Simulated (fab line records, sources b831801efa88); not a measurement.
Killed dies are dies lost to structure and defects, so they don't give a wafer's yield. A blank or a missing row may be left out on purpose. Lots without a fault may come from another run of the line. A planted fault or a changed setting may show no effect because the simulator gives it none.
Which tool did it? | flow sky130 | 11 lots, 33 wafers sampled, at 2 steps of a route of 708

WHAT THE GAUGES READ, wafer by wafer
SKY_CAP2M_RS_MEAS_03: measures by four-point-probe.
lot  | measured     | on            | CAP2M_TIN_RS (ohm/sq)
L722 | day 39 15:20 | film_metro-04 | 6.81 6.87 6.96
L724 | day 40 00:20 | film_metro-04 | 6.92 6.88 6.91
L725 | day 40 05:44 | film_metro-04 | 6.76 6.73 6.75
L727 | day 41 02:05 | film_metro-01 | 6.82 6.83 6.87
L728 | day 41 06:29 | film_metro-03 | 6.76 6.71 6.80
L730 | day 41 21:15 | film_metro-04 | 6.82 6.82 6.87
L731 | day 42 06:53 | film_metro-03 | 6.91 6.91 6.88
L733 | day 43 00:56 | film_metro-04 | 6.86 6.91 6.91
L734 | day 43 02:56 | film_metro-03 | 6.87 6.82 6.85
L735 | day 43 09:06 | film_metro-01 | 6.97 6.94 6.95
L738 | day 44 03:15 | film_metro-03 | 6.75 6.74 6.84

WHICH TOOL RAN EACH LOT (tool, then ch and the chambers of the sampled wafers, then the start)
lot  | SKY_VIA3_STRIP_16
L722 | plasma_asher-02 ch 0,1, day 39 13:43
L724 | plasma_asher-03 ch 0,1, day 39 22:38
L725 | plasma_asher-02 ch 0,1, day 40 04:07
L727 | plasma_asher-02 ch 0,1, day 41 00:25
L728 | plasma_asher-02 ch 0,1, day 41 04:49
L730 | plasma_asher-04 ch 0,1, day 41 19:35
L731 | plasma_asher-03 ch 0,1, day 42 05:13
L733 | plasma_asher-03 ch 0,1, day 42 23:13
L734 | plasma_asher-03 ch 0,1, day 43 01:15
L735 | plasma_asher-02 ch 1, day 43 07:28
L738 | plasma_asher-02 ch 0, day 44 01:22
- SKY_VIA3_STRIP_16: strips in O2/N2.

THE ANSWER, worked out from the rows above alone
Rule: what is usual is taken from the lots themselves. Put in order of their means at a reading, lots are off if they are a third of the lots or fewer, leave a main group of 4 or more, and stand apart from it by a gap of 3 or more times the standard deviation of the main group's means; of several such gaps the widest counts. A main group whose means are all the same, to the digits that the tables above print for the reading, isn't used. A lot without any number at a reading at which 4 lots or more have one is off too. The other lots that the step has rows for count as sound.
No lot is off at any reading shown: from this, nothing can be told.

WHAT THE SIMULATOR HAD PUT IN
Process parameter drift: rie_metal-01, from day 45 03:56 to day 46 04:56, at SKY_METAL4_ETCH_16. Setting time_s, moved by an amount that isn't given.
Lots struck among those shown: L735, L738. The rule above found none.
